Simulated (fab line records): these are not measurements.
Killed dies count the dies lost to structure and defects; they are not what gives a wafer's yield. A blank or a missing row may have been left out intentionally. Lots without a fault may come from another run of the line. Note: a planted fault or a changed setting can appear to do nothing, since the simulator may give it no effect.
Which tool is to blame? :: flow gf180mcu :: Sampling: 24 lots, 72 wafers, 6 of 602 route steps

## WHAT THE GAUGES READ, wafer by wafer
GF_V2_CD_MEAS_14: target cd 260 nm.
lot: L074
measured: day 20 17:42
on: cdSem-02
cdNm (nm): 260.3 260.1 260.3

lot: L075
measured: day 20 23:33
on: cdSem-02
cdNm (nm): 261.2 260.3 261.1

lot: L076
measured: day 21 06:08
on: cdSem-02
cdNm (nm): 259.5 261.2 260.4

lot: L077
measured: day 22 00:32
on: cdSem-02
cdNm (nm): 260.2 259.8 259.7

lot: L078
measured: day 22 12:11
on: cdSem-01
cdNm (nm): 260.5 261.2 260.6

lot: L079
measured: day 22 23:35
on: cdSem-01
cdNm (nm): 258.5 258.3 257.7

lot: L080
measured: day 23 07:38
on: cdSem-01
cdNm (nm): 260.3 260.1 260.5

lot: L081
measured: day 23 19:21
on: cdSem-01
cdNm (nm): 258.5 258.5 257.2

lot: L082
measured: day 23 19:29
on: cdSem-02
cdNm (nm): 259.3 259.3 259.0

lot: L083
measured: day 24 01:26
on: cdSem-02
cdNm (nm): 261.5 261.5 261.1

lot: L084
measured: day 25 01:39
on: cdSem-01
cdNm (nm): 259.6 259.9 259.9

lot: L085
measured: day 25 01:59
on: cdSem-02
cdNm (nm): 262.1 261.6 262.9

lot: L086
measured: day 25 06:05
on: cdSem-02
cdNm (nm): 259.4 259.4 258.9

lot: L087
measured: day 25 11:16
on: cdSem-01
cdNm (nm): 259.5 257.5 257.5

lot: L088
measured: day 25 23:04
on: cdSem-01
cdNm (nm): 259.3 260.6 260.0

lot: L089
measured: day 26 04:41
on: cdSem-01
cdNm (nm): 261.1 261.7 261.5

lot: L090
measured: day 26 22:22
on: cdSem-01
cdNm (nm): 261.0 261.9 260.2

lot: L091
measured: day 26 23:03
on: cdSem-02
cdNm (nm): 262.7 261.2 262.1

lot: L092
measured: day 27 01:42
on: cdSem-01
cdNm (nm): 258.1 259.3 259.4

lot: L093
measured: day 27 07:09
on: cdSem-01
cdNm (nm): 260.9 259.6 261.2

lot: L094
measured: day 27 18:38
on: cdSem-02
cdNm (nm): 260.4 261.5 261.5

lot: L095
measured: day 28 00:03
on: cdSem-02
cdNm (nm): 260.3 262.9 261.0

lot: L096
measured: day 28 19:08
on: cdSem-02
cdNm (nm): 260.0 260.2 259.3

lot: L097
measured: day 28 20:28
on: cdSem-02
cdNm (nm): 258.4 258.7 258.6

GF_V3_CD_MEAS_14: target cd 260 nm.
lot: L074
measured: day 22 19:38
on: cdSem-01
cdNm (nm): 258.1 258.8 259.5

lot: L075
measured: day 23 02:28
on: cdSem-02
cdNm (nm): 260.8 257.1 259.9

lot: L076
measured: day 23 08:59
on: cdSem-02
cdNm (nm): 260.3 261.5 261.1

lot: L077
measured: day 24 01:59
on: cdSem-01
cdNm (nm): 261.0 261.5 261.7

lot: L078
measured: day 25 00:52
on: cdSem-02
cdNm (nm): 260.0 260.1 259.9

lot: L079
measured: day 25 02:20
on: cdSem-01
cdNm (nm): 260.6 260.9 259.3

lot: L080
measured: day 25 06:43
on: cdSem-02
cdNm (nm): 261.1 259.8 259.6

lot: L081
measured: day 25 18:10
on: cdSem-02
cdNm (nm): 258.8 259.5 258.4

lot: L082
measured: day 25 21:29
on: cdSem-02
cdNm (nm): 260.4 260.0 260.3

lot: L083
measured: day 25 23:22
on: cdSem-02
cdNm (nm): 258.3 258.3 259.7

lot: L084
measured: day 26 23:49
on: cdSem-01
cdNm (nm): 259.6 260.1 259.7

lot: L085
measured: day 27 00:10
on: cdSem-02
cdNm (nm): 260.3 261.0 261.2

lot: L086
measured: day 27 06:20
on: cdSem-02
cdNm (nm): 258.8 260.4 259.1

lot: L087
measured: day 27 08:39
on: cdSem-01
cdNm (nm): 258.4 259.9 259.6

lot: L088
measured: day 27 19:21
on: cdSem-02
cdNm (nm): 261.9 262.0 261.2

lot: L089
measured: day 28 01:49
on: cdSem-02
cdNm (nm): 261.6 261.0 262.7

lot: L090
measured: day 28 17:24
on: cdSem-01
cdNm (nm): 261.8 261.5 260.3

lot: L091
measured: day 28 19:23
on: cdSem-02
cdNm (nm): 261.5 262.7 260.2

lot: L092
measured: day 28 21:41
on: cdSem-02
cdNm (nm): 259.1 260.2 260.5

lot: L093
measured: day 29 02:41
on: cdSem-02
cdNm (nm): 258.3 258.7 258.4

lot: L094
measured: day 29 13:20
on: cdSem-02
cdNm (nm): 259.8 259.8 257.9

lot: L095
measured: day 29 18:29
on: cdSem-01
cdNm (nm): 259.7 258.8 257.6

lot: L096
measured: day 30 11:37
on: cdSem-01
cdNm (nm): 261.4 262.1 261.5

lot: L097
measured: day 30 13:57
on: cdSem-02
cdNm (nm): 259.3 259.6 261.2

GF_PASSIVATION_BOW_MEAS_14.
lot: L074
measured: day 29 16:14
on: filmMetro-01
PASSIVATION_BOW (um): 159 145 152

lot: L075
measured: day 29 19:22
on: filmMetro-03
PASSIVATION_BOW (um): 141 142 128

lot: L076
measured: day 29 23:26
on: filmMetro-03
PASSIVATION_BOW (um): 130 114 130

lot: L077
measured: day 30 15:51
on: filmMetro-02
PASSIVATION_BOW (um): 157 154 157

lot: L078
measured: day 31 05:20
on: filmMetro-01
PASSIVATION_BOW (um): 137 138 146

lot: L079
measured: day 31 09:26
on: filmMetro-01
PASSIVATION_BOW (um): 131 127 130

lot: L080
measured: day 31 14:08
on: filmMetro-03
PASSIVATION_BOW (um): 130 120 128

lot: L081
measured: day 31 21:54
on: filmMetro-02
PASSIVATION_BOW (um): 122 116 111

lot: L082
measured: day 32 00:11
on: filmMetro-03
PASSIVATION_BOW (um): 139 136 132

lot: L083
measured: day 32 01:31
on: filmMetro-01
PASSIVATION_BOW (um): 125 116 120

lot: L084
measured: day 32 23:07
on: filmMetro-02
PASSIVATION_BOW (um): 151 130 146

lot: L085
measured: day 33 00:35
on: filmMetro-02
PASSIVATION_BOW (um): 138 152 153

lot: L086
measured: day 33 06:29
on: filmMetro-03
PASSIVATION_BOW (um): 154 156 158

lot: L087
measured: day 33 06:42
on: filmMetro-02
PASSIVATION_BOW (um): 126 136 136

lot: L088
measured: day 33 12:41
on: filmMetro-03
PASSIVATION_BOW (um): 155 155 148

lot: L089
measured: day 33 20:26
on: filmMetro-01
PASSIVATION_BOW (um): 148 154 155

lot: L090
measured: day 34 07:26
on: filmMetro-02
PASSIVATION_BOW (um): 154 150 161

lot: L091
measured: day 34 09:39
on: filmMetro-01
PASSIVATION_BOW (um): 150 140 152

lot: L092
measured: day 34 12:55
on: filmMetro-02
PASSIVATION_BOW (um): 134 134 131

lot: L093
measured: day 34 17:11
on: filmMetro-03
PASSIVATION_BOW (um): 154 162 158

lot: L094
measured: day 34 23:07
on: filmMetro-03
PASSIVATION_BOW (um): 143 147 141

lot: L095
measured: day 35 06:04
on: filmMetro-03
PASSIVATION_BOW (um): 143 133 134

lot: L096
measured: day 35 16:14
on: filmMetro-01
PASSIVATION_BOW (um): 145 131 136

lot: L097
measured: day 35 18:06
on: filmMetro-03
PASSIVATION_BOW (um): 129 136 133

## WHICH TOOL RAN EACH LOT (tool, then ch and the chambers of the sampled wafers, then the start)
lot: L074
GF_V3_ETCH_17: rieDiel-01 ch 0,2,3, day 25 04:21 or earlier
GF_MIM_SPUTTER_02: pvdSputter-04, day 25 04:21
GF_V5_CVD_23: cvdW-02 ch 0,1, day 27 21:21

lot: L075
GF_V3_ETCH_17: rieDiel-03 ch 2,3, day 25 06:09 or earlier
GF_MIM_SPUTTER_02: pvdSputter-04, day 25 06:09
GF_V5_CVD_23: cvdW-02 ch 0,1, day 28 00:12

lot: L076
GF_V3_ETCH_17: rieDiel-01 ch 0,1, day 25 09:11 or earlier
GF_MIM_SPUTTER_02: pvdSputter-02, day 25 09:11
GF_V5_CVD_23: cvdW-01 ch 0,1, day 28 04:26

lot: L077
GF_V3_ETCH_17: rieDiel-01 ch 1,3, day 26 04:02 or earlier
GF_MIM_SPUTTER_02: pvdSputter-02, day 26 04:02
GF_V5_CVD_23: cvdW-01 ch 0,1, day 28 22:20

lot: L078
GF_V3_ETCH_17: rieDiel-01 ch 0,3, day 27 00:19 or earlier
GF_MIM_SPUTTER_02: pvdSputter-04, day 27 00:19
GF_V5_CVD_23: cvdW-02 ch 0,1, day 29 13:25

lot: L079
GF_V3_ETCH_17: rieDiel-01 ch 1,2, day 27 02:27 or earlier
GF_MIM_SPUTTER_02: pvdSputter-01, day 27 02:27
GF_V5_CVD_23: cvdW-02 ch 0,1, day 29 16:54

lot: L080
GF_V3_ETCH_17: rieDiel-01 ch 0,3, day 27 06:07 or earlier
GF_MIM_SPUTTER_02: pvdSputter-02, day 27 06:07
GF_V5_CVD_23: cvdW-02 ch 0,1, day 29 21:10

lot: L081
GF_V3_ETCH_17: rieDiel-04 ch 0,2,3, day 27 16:10 or earlier
GF_MIM_SPUTTER_02: pvdSputter-04, day 27 16:10
GF_V5_CVD_23: cvdW-01 ch 0,1, day 30 05:32

lot: L082
GF_V3_ETCH_17: rieDiel-01 ch 0,2,3, day 27 20:01 or earlier
GF_MIM_SPUTTER_02: pvdSputter-02, day 27 20:01
GF_V5_CVD_23: cvdW-01 ch 1, day 30 08:49

lot: L083
GF_V3_ETCH_17: rieDiel-04 ch 2,3, day 27 21:38 or earlier
GF_MIM_SPUTTER_02: pvdSputter-02, day 27 21:38
GF_V5_CVD_23: cvdW-02 ch 0,1, day 30 10:28

lot: L084
GF_V3_ETCH_17: rieDiel-03 ch 2,3, day 28 21:08 or earlier
GF_MIM_SPUTTER_02: pvdSputter-04, day 28 21:08
GF_V5_CVD_23: cvdW-01 ch 0,1, day 31 09:02

lot: L085
GF_V3_ETCH_17: rieDiel-01 ch 0,1,2, day 28 21:39 or earlier
GF_MIM_SPUTTER_02: pvdSputter-04, day 28 21:39
GF_V5_CVD_23: cvdW-02 ch 0,1, day 31 10:01

lot: L086
GF_V3_ETCH_17: rieDiel-03 ch 1,2, day 29 04:01 or earlier
GF_MIM_SPUTTER_02: pvdSputter-02, day 29 04:01
GF_V5_CVD_23: cvdW-01 ch 1, day 31 16:04

lot: L087
GF_V3_ETCH_17: rieDiel-04 ch 0,2, day 29 05:04 or earlier
GF_MIM_SPUTTER_02: pvdSputter-04, day 29 05:04
GF_V5_CVD_23: cvdW-02 ch 0, day 31 16:29

lot: L088
GF_V3_ETCH_17: rieDiel-04 ch 0,1,2, day 29 14:49 or earlier
GF_MIM_SPUTTER_02: pvdSputter-02, day 29 14:49
GF_V5_CVD_23: cvdW-02 ch 0, day 31 23:50

lot: L089
GF_V3_ETCH_17: rieDiel-03 ch 0,2,3, day 29 22:10 or earlier
GF_MIM_SPUTTER_02: pvdSputter-01, day 29 22:10
GF_V5_CVD_23: cvdW-02 ch 0,1, day 32 07:40

lot: L090
GF_V3_ETCH_17: rieDiel-01 ch 0,1,2, day 30 13:19 or earlier
GF_MIM_SPUTTER_02: pvdSputter-01, day 30 13:19
GF_V5_CVD_23: cvdW-02 ch 0,1, day 32 19:54

lot: L091
GF_V3_ETCH_17: rieDiel-03 ch 0,1, day 30 15:07 or earlier
GF_MIM_SPUTTER_02: pvdSputter-01, day 30 15:07
GF_V5_CVD_23: cvdW-02 ch 0,1, day 32 23:20

lot: L092
GF_V3_ETCH_17: rieDiel-04 ch 0,1,2, day 30 17:50 or earlier
GF_MIM_SPUTTER_02: pvdSputter-01, day 30 17:50
GF_V5_CVD_23: cvdW-01 ch 0,1, day 33 01:23

lot: L093
GF_V3_ETCH_17: rieDiel-03 ch 0,1,3, day 30 21:59 or earlier
GF_MIM_SPUTTER_02: pvdSputter-01, day 30 21:59
GF_V5_CVD_23: cvdW-01 ch 0,1, day 33 05:35

lot: L094
GF_V3_ETCH_17: rieDiel-04 ch 1,3, day 31 06:23 or earlier
GF_MIM_SPUTTER_02: pvdSputter-04, day 31 06:23
GF_V5_CVD_23: cvdW-01 ch 0,1, day 33 12:50

lot: L095
GF_V3_ETCH_17: rieDiel-04 ch 1,2, day 31 12:55 or earlier
GF_MIM_SPUTTER_02: pvdSputter-04, day 31 12:55
GF_V5_CVD_23: cvdW-01 ch 0,1, day 33 19:26

lot: L096
GF_V3_ETCH_17: rieDiel-03 ch 0,2,3, day 32 04:11 or earlier
GF_MIM_SPUTTER_02: pvdSputter-04, day 32 04:11
GF_V5_CVD_23: cvdW-01 ch 0,1, day 34 08:33

lot: L097
GF_V3_ETCH_17: rieDiel-03 ch 2,3, day 32 06:42 or earlier
GF_MIM_SPUTTER_02: pvdSputter-01, day 32 06:42
GF_V5_CVD_23: cvdW-01 ch 0,1, day 34 09:19
- GF_V3_ETCH_17: etches SiO2 in C4F8/O2/Ar, stops on TiN, target depth 635 nm.
- GF_MIM_SPUTTER_02: material AlCu, target thk 450 nm, time 23.9 s.
- GF_V5_CVD_23: deposits W, target thk 350 nm, time 104.9 s.

## WHAT THE TOOLS THEMSELVES READ (means of the sampled wafers that have a number; where no wafer has one, the mark that the record gives instead)
GF_V3_ETCH_17.
lot: L074
tool: rieDiel-01
oesProductAu (a.u.): 0.855

lot: L075
tool: rieDiel-03
oesProductAu (a.u.): 0.857

lot: L076
tool: rieDiel-01
oesProductAu (a.u.): 0.854

lot: L077
tool: rieDiel-01
oesProductAu (a.u.): 0.851

lot: L078
tool: rieDiel-01
oesProductAu (a.u.): 0.855

lot: L079
tool: rieDiel-01
oesProductAu (a.u.): 0.852

lot: L080
tool: rieDiel-01
oesProductAu (a.u.): 0.859

lot: L081
tool: rieDiel-04
oesProductAu (a.u.): 0.852

lot: L082
tool: rieDiel-01
oesProductAu (a.u.): 0.860

lot: L083
tool: rieDiel-04
oesProductAu (a.u.): 0.859

lot: L084
tool: rieDiel-03
oesProductAu (a.u.): 0.864

lot: L085
tool: rieDiel-01
oesProductAu (a.u.): 0.852

lot: L086
tool: rieDiel-03
oesProductAu (a.u.): 0.856

lot: L087
tool: rieDiel-04
oesProductAu (a.u.): 0.852

lot: L088
tool: rieDiel-04
oesProductAu (a.u.): 0.857

lot: L089
tool: rieDiel-03
oesProductAu (a.u.): 0.858

lot: L090
tool: rieDiel-01
oesProductAu (a.u.): 0.856

lot: L091
tool: rieDiel-03
oesProductAu (a.u.): 0.858

lot: L092
tool: rieDiel-04
oesProductAu (a.u.): 0.855

lot: L093
tool: rieDiel-03
oesProductAu (a.u.): 0.852

lot: L094
tool: rieDiel-04
oesProductAu (a.u.): 0.854

lot: L095
tool: rieDiel-04
oesProductAu (a.u.): 0.857

lot: L096
tool: rieDiel-03
oesProductAu (a.u.): 0.855

lot: L097
tool: rieDiel-03
oesProductAu (a.u.): 0.862

GF_MIM_SPUTTER_02.
lot: L074
tool: pvdSputter-04
throttleValvePct (%): 31.9

lot: L075
tool: pvdSputter-04
throttleValvePct (%): 31.4

lot: L076
tool: pvdSputter-02
throttleValvePct (%): 29.9

lot: L077
tool: pvdSputter-02
throttleValvePct (%): 30.3

lot: L078
tool: pvdSputter-04
throttleValvePct (%): 30.7

lot: L079
tool: pvdSputter-01
throttleValvePct (%): 28.6

lot: L080
tool: pvdSputter-02
throttleValvePct (%): 29.1

lot: L081
tool: pvdSputter-04
throttleValvePct (%): 31.5

lot: L082
tool: pvdSputter-02
throttleValvePct (%): 29.6

lot: L083
tool: pvdSputter-02
throttleValvePct (%): 29.6

lot: L084
tool: pvdSputter-04
throttleValvePct (%): 30.2

lot: L085
tool: pvdSputter-04
throttleValvePct (%): 30.1

lot: L086
tool: pvdSputter-02
throttleValvePct (%): 29.5

lot: L087
tool: pvdSputter-04
throttleValvePct (%): 31.0

lot: L088
tool: pvdSputter-02
throttleValvePct (%): 29.5

lot: L089
tool: pvdSputter-01
throttleValvePct (%): 29.8

lot: L090
tool: pvdSputter-01
throttleValvePct (%): 30.9

lot: L091
tool: pvdSputter-01
throttleValvePct (%): 29.8

lot: L092
tool: pvdSputter-01
throttleValvePct (%): 29.2

lot: L093
tool: pvdSputter-01
throttleValvePct (%): 28.4

lot: L094
tool: pvdSputter-04
throttleValvePct (%): 31.4

lot: L095
tool: pvdSputter-04
throttleValvePct (%): 31.1

lot: L096
tool: pvdSputter-04
throttleValvePct (%): 30.4

lot: L097
tool: pvdSputter-01
throttleValvePct (%): 30.4

GF_V5_CVD_23.
lot: L074
tool: cvdW-02
heaterPowerW (W): 757

lot: L075
tool: cvdW-02
heaterPowerW (W): 803

lot: L076
tool: cvdW-01
heaterPowerW (W): 970

lot: L077
tool: cvdW-01
heaterPowerW (W): 973

lot: L078
tool: cvdW-02
heaterPowerW (W): 810

lot: L079
tool: cvdW-02
heaterPowerW (W): 768

lot: L080
tool: cvdW-02
heaterPowerW (W): 794

lot: L081
tool: cvdW-01
heaterPowerW (W): 963

lot: L082
tool: cvdW-01
heaterPowerW (W): 981

lot: L083
tool: cvdW-02
heaterPowerW (W): 770

lot: L084
tool: cvdW-01
heaterPowerW (W): 970

lot: L085
tool: cvdW-02
heaterPowerW (W): 771

lot: L086
tool: cvdW-01
heaterPowerW (W): 992

lot: L087
tool: cvdW-02
heaterPowerW (W): 842

lot: L088
tool: cvdW-02
heaterPowerW (W): 850

lot: L089
tool: cvdW-02
heaterPowerW (W): 810

lot: L090
tool: cvdW-02
heaterPowerW (W): 787

lot: L091
tool: cvdW-02
heaterPowerW (W): 801

lot: L092
tool: cvdW-01
heaterPowerW (W): 953

lot: L093
tool: cvdW-01
heaterPowerW (W): 965

lot: L094
tool: cvdW-01
heaterPowerW (W): 962

lot: L095
tool: cvdW-01
heaterPowerW (W): 943

lot: L096
tool: cvdW-01
heaterPowerW (W): 974

lot: L097
tool: cvdW-01
heaterPowerW (W): 967

## THE ANSWER, worked out from the rows above alone
Rule: usual is defined by the lots themselves. Put in order of their means at a reading, lots are off if they are a third of the lots or fewer, leave a main group of 4 or more, and stand apart from it by a gap of 3 or more times the standard deviation of the main group's means; of several such gaps the widest counts. Not used: any main group whose means are identical at the precision the tables above print for the reading. A lot without any number at a reading at which 4 lots or more have one is off too. The other lots that the step has rows for count as sound. Order of review: gauges by route order, followed by the tools' own readings, for which a lot's mean as printed above is used. At the first step where some lot is off, the reading lying furthest off is the one used; lots without a number count as furthest.
No lot is off at any reading shown: from this, nothing can be told.

## WHAT THE SIMULATOR HAD INSERTED
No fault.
